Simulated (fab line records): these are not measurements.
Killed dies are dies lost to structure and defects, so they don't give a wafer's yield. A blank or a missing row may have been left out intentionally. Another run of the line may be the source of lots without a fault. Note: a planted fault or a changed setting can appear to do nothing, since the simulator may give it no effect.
Split-lot experiment :: flow gf180mcu :: 23 wafers read across 5 lots, on a route 602 steps long

## SPLIT DETAILS
At GF_V1_COAT_09 (resist thk 1000 nm), the setting resist_thk_nm was moved away from the recipe's 1000 nm on 7 of the 23 wafers read, by -4.6% to +2.4%. The other wafers ran this setting at the recipe's value.

The split's own step is where the reading is taken.

## THE READING
KrF_of_V1_COAT_09.thk_nm (the simulator's own value, which no gauge read), in nm, at GF_V1_COAT_09 (resist thk 1000 nm). There is no usual value for it anywhere in the file. Across the 16 wafers here that went through the recipe, the average is 1000.1 nm and the standard deviation 3.2 nm.

wafer: L077.2
tool, chamber at the split: litho_track-03, 0
resist_thk_nm as run, nm: 1000
against the recipe: recipe
KrF_of_V1_COAT_09.thk_nm, nm: 1005
against lot-mates on the recipe: -

wafer: L077.3
tool, chamber at the split: litho_track-03, 0
resist_thk_nm as run, nm: 1000
against the recipe: recipe
KrF_of_V1_COAT_09.thk_nm, nm: 1004
against lot-mates on the recipe: -

wafer: L077.6
tool, chamber at the split: litho_track-03, 0
resist_thk_nm as run, nm: 1000
against the recipe: recipe
KrF_of_V1_COAT_09.thk_nm, nm: 1004
against lot-mates on the recipe: -

wafer: L077.4
tool, chamber at the split: litho_track-03, 0
resist_thk_nm as run, nm: 1000
against the recipe: recipe
KrF_of_V1_COAT_09.thk_nm, nm: 1002
against lot-mates on the recipe: -

wafer: L077.5
tool, chamber at the split: litho_track-03, 0
resist_thk_nm as run, nm: 1000
against the recipe: recipe
KrF_of_V1_COAT_09.thk_nm, nm: 1001
against lot-mates on the recipe: -

wafer: L076.1
tool, chamber at the split: litho_track-03, 0
resist_thk_nm as run, nm: 964.8
against the recipe: -3.5%
KrF_of_V1_COAT_09.thk_nm, nm: 968.6
against lot-mates on the recipe: -33.7

wafer: L076.2
tool, chamber at the split: litho_track-03, 0
resist_thk_nm as run, nm: 1000
against the recipe: recipe
KrF_of_V1_COAT_09.thk_nm, nm: 1003
against lot-mates on the recipe: -

wafer: L076.3
tool, chamber at the split: litho_track-03, 0
resist_thk_nm as run, nm: 964.8
against the recipe: -3.5%
KrF_of_V1_COAT_09.thk_nm, nm: 966.4
against lot-mates on the recipe: -35.9

wafer: L076.5
tool, chamber at the split: litho_track-03, 0
resist_thk_nm as run, nm: 1000
against the recipe: recipe
KrF_of_V1_COAT_09.thk_nm, nm: 1002
against lot-mates on the recipe: -

wafer: L076.6
tool, chamber at the split: litho_track-03, 0
resist_thk_nm as run, nm: 1000
against the recipe: recipe
KrF_of_V1_COAT_09.thk_nm, nm: 1002
against lot-mates on the recipe: -

wafer: L081.2
tool, chamber at the split: litho_track-04, 0
resist_thk_nm as run, nm: 1000
against the recipe: recipe
KrF_of_V1_COAT_09.thk_nm, nm: 998.5
against lot-mates on the recipe: -

wafer: L081.3
tool, chamber at the split: litho_track-04, 0
resist_thk_nm as run, nm: 1000
against the recipe: recipe
KrF_of_V1_COAT_09.thk_nm, nm: 997.2
against lot-mates on the recipe: -

wafer: L081.4
tool, chamber at the split: litho_track-04, 0
resist_thk_nm as run, nm: 1000
against the recipe: recipe
KrF_of_V1_COAT_09.thk_nm, nm: 995.4
against lot-mates on the recipe: -

wafer: L080.2
tool, chamber at the split: litho_track-01, 0
resist_thk_nm as run, nm: 1024
against the recipe: +2.4%
KrF_of_V1_COAT_09.thk_nm, nm: 1023
against lot-mates on the recipe: +26.7

wafer: L080.3
tool, chamber at the split: litho_track-01, 0
resist_thk_nm as run, nm: 1000
against the recipe: recipe
KrF_of_V1_COAT_09.thk_nm, nm: 997.1
against lot-mates on the recipe: -

wafer: L080.4
tool, chamber at the split: litho_track-01, 0
resist_thk_nm as run, nm: 1000
against the recipe: recipe
KrF_of_V1_COAT_09.thk_nm, nm: 998
against lot-mates on the recipe: -

wafer: L080.5
tool, chamber at the split: litho_track-01, 0
resist_thk_nm as run, nm: 1000
against the recipe: recipe
KrF_of_V1_COAT_09.thk_nm, nm: 993.7
against lot-mates on the recipe: -

wafer: L080.6
tool, chamber at the split: litho_track-01, 0
resist_thk_nm as run, nm: 1024
against the recipe: +2.4%
KrF_of_V1_COAT_09.thk_nm, nm: 1024
against lot-mates on the recipe: +27.7

wafer: L083.2
tool, chamber at the split: litho_track-03, 0
resist_thk_nm as run, nm: 953.5
against the recipe: -4.6%
KrF_of_V1_COAT_09.thk_nm, nm: 956.4
against lot-mates on the recipe: -42.9

wafer: L083.5
tool, chamber at the split: litho_track-03, 0
resist_thk_nm as run, nm: 953.5
against the recipe: -4.6%
KrF_of_V1_COAT_09.thk_nm, nm: 956.4
against lot-mates on the recipe: -42.9

wafer: L083.3
tool, chamber at the split: litho_track-03, 0
resist_thk_nm as run, nm: 1000
against the recipe: recipe
KrF_of_V1_COAT_09.thk_nm, nm: 999
against lot-mates on the recipe: -

wafer: L083.4
tool, chamber at the split: litho_track-03, 0
resist_thk_nm as run, nm: 1000
against the recipe: recipe
KrF_of_V1_COAT_09.thk_nm, nm: 999.5
against lot-mates on the recipe: -

wafer: L083.6
tool, chamber at the split: litho_track-03, 0
resist_thk_nm as run, nm: 953.5
against the recipe: -4.6%
KrF_of_V1_COAT_09.thk_nm, nm: 952.5
against lot-mates on the recipe: -46.8

FIT RESULTS
A straight line over all 23 wafers: KrF_of_V1_COAT_09.thk_nm changes by +9.6 nm for each +1% of resist_thk_nm; r = +0.99; the points scatter about the line by 2.9 nm.
The same after taking each lot's own level away (the mean of its wafers on the recipe; 23 wafers): +9.89 nm for each +1%; r = +1.00; scatter 1.8 nm.
That fit puts the effect of the largest move of resist_thk_nm on the reading at 46 nm.
Measured against the standard deviation above, the lots' own levels, which go from 996.27 to 1003.20 nm, span 2.2 times it.
The two slopes agree, so the slope changes little with the lot-to-lot level.
Check: -46.2 nm against its lot-mates is what the line predicts for one of the wafers moved furthest among these (-4.6%) when that wafer is left out of the fit. It came out at -42.9 nm against them.

## THESE WAFERS: OTHER SPLITS
These wafers also went through other splits before the reading. Each is held against what the fit with the lots' levels taken away leaves over:
other split on the same wafers: GF_HV_LDD_CVD_56 temp_c
wafers away from the commonest value: 15
r with KrF_of_V1_COAT_09.thk_nm (lot level and that fit taken away): +0.14

other split on the same wafers: GF_HV_LDD_ETCHBACK_58 source_w
wafers away from the commonest value: 8
r with KrF_of_V1_COAT_09.thk_nm (lot level and that fit taken away): -0.07

other split on the same wafers: GF_PSD_DEVELOP_06 develop_time_s
wafers away from the commonest value: 9
r with KrF_of_V1_COAT_09.thk_nm (lot level and that fit taken away): +0.01

other split on the same wafers: GF_PSD_IMPLANT_09 energy_kev
wafers away from the commonest value: 6
r with KrF_of_V1_COAT_09.thk_nm (lot level and that fit taken away): +0.36

other split on the same wafers: GF_CONTACT_SPUTTER_22 time_s
wafers away from the commonest value: 9
r with KrF_of_V1_COAT_09.thk_nm (lot level and that fit taken away): -0.06

other split on the same wafers: GF_M1_EXPOSE_11 dose_mj
wafers away from the commonest value: 5
r with KrF_of_V1_COAT_09.thk_nm (lot level and that fit taken away): +0.07

other split on the same wafers: GF_M1_METAL_ETCH_16 icp_w
wafers away from the commonest value: 10
r with KrF_of_V1_COAT_09.thk_nm (lot level and that fit taken away): -0.18

## FILE'S OWN FIT
KrF_of_V1_COAT_09.thk_nm changes by +9.87 nm for each +1% of resist_thk_nm, r = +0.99.
